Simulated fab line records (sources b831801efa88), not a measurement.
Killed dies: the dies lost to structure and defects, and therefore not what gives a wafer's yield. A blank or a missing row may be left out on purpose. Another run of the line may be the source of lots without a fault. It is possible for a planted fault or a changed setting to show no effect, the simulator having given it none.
A lot that was struck, set against a sound lot -- flow gf180mcu -- 15 out of 602 route steps
Sound: wafers L375.1, L375.3, L375.5. Struck: wafers L379.1, L379.2, L379.4. The cause is given at the end.
Each step with rows lists, per side, the tool, then ch with its chambers, then its first start. Under that, the readings that differ: sound wafers -- struck wafers -- difference of the means -- sigmas: that difference in standard deviations of wafers without a fault.
alike: readings whose means differ by less than 2 such deviations, and words and numbers that are the same on both sides. not compared: withheld readings, readings that some wafer has no value for, bounds like >300 that may hide the same value, and numbers for which the record gives no deviation and whose values overlap.
The two part at a step that has a row with sigmas, a row that says differs or no value, or rows on one side only. Numbers that don't overlap but have no deviation are shown without sigmas and don't part them. A reading that every wafer of one side lacks parts them only if that side has two wafers or more.

GF_HV_LDD_TW_MEAS_50:
  sound on film metro-02, day 12 21:08; struck on film metro-01, day 14 05:38
  alike: HV_LDD_4_TW
then, 1 step without rows for these wafers: GF_HV_LDD_CLEAN_51 (cleans in SC1/SC2, time 150 s).
GF_HV_LDD_RTA_52: time 10 s.
  sound on rtp anneal-02 ch 0, day 12 21:16; struck on rtp anneal-02 ch 0, day 14 05:45
  alike: lamp power pct, wafer_temp_C_max
GF_HV_LDD_RS_MEAS_53: measures by four-point-probe.
  sound on film metro-02, day 12 21:19; struck on film metro-02, day 14 05:49
  alike: HV_LDD_RS
then, 1 step without rows for these wafers: GF_HV_LDD_CVD_54 (deposits SiO2 from TEOS, target thk 10 nm, time 75 s).
GF_HV_LDD_THK_MEAS_55:
  sound on film metro-04, day 12 22:28; struck on film metro-04, day 14 06:58
  alike: HV_LDD_CVD_54_THK
then, 1 step without rows for these wafers: GF_HV_LDD_CVD_56 (deposits Si3N4 from DCS/NH3, target thk 90 nm, time 1543 s).
GF_HV_LDD_THK_MEAS_57:
  sound on film metro-04, day 12 23:57; struck on film metro-02, day 14 08:27
  alike: HV_LDD_CVD_56_THK
GF_HV_LDD_ETCHBACK_58: etches Si3N4 in CH3F/O2, stops on SiO2, time 100 s, target depth 90 nm.
  sound on rie diel-03 ch 0,2,3, day 13 00:01; struck on rie diel-03 ch 0,2,3, day 14 08:31
  alike: bias w, chamber pressure mTorr, drypump motor current A, oes product au, throttle valve pct
  not compared: rf hours counter h
then, 3 steps without rows for these wafers: GF_NSD_DEHYDRATE_00 (time 60 s); GF_NSD_HMDS_01 (prime time 60 s); GF_NSD_COAT_02 (resist thk 1000 nm).
GF_NSD_SOFTBAKE_03: time 60 s.
  sound on litho track-04 ch 0, day 13 10:02; struck on litho track-04 ch 0, day 14 18:23
reading,sound,struck,difference,sigmas
run length s (s),89.6 89.4 89.5,104.5 104.6 104.5,+15.0,+48
then, 1 step without rows for these wafers: GF_NSD_EXPOSE_04 (exposes mask Nplus, target cd 400 nm).
-- the record jumps here: 16 days lie between the struck wafers' starts before and after (it left off in module NSD and takes up again in module PASSIVATION, whose first step shown is number 602 of the route) --
GF_PASSIVATION_PROBE_99:
  the record has rows for the struck wafers here (prober-01, day 30 18:42) and none for the sound ones

== WHERE THEY PART ==
At GF_NSD_SOFTBAKE_03 first; at GF_PASSIVATION_PROBE_99 last (within this record only).

WHY: what had been put in by the simulator
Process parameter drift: litho track-04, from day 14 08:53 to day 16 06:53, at GF_NSD_SOFTBAKE_03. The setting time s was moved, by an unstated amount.
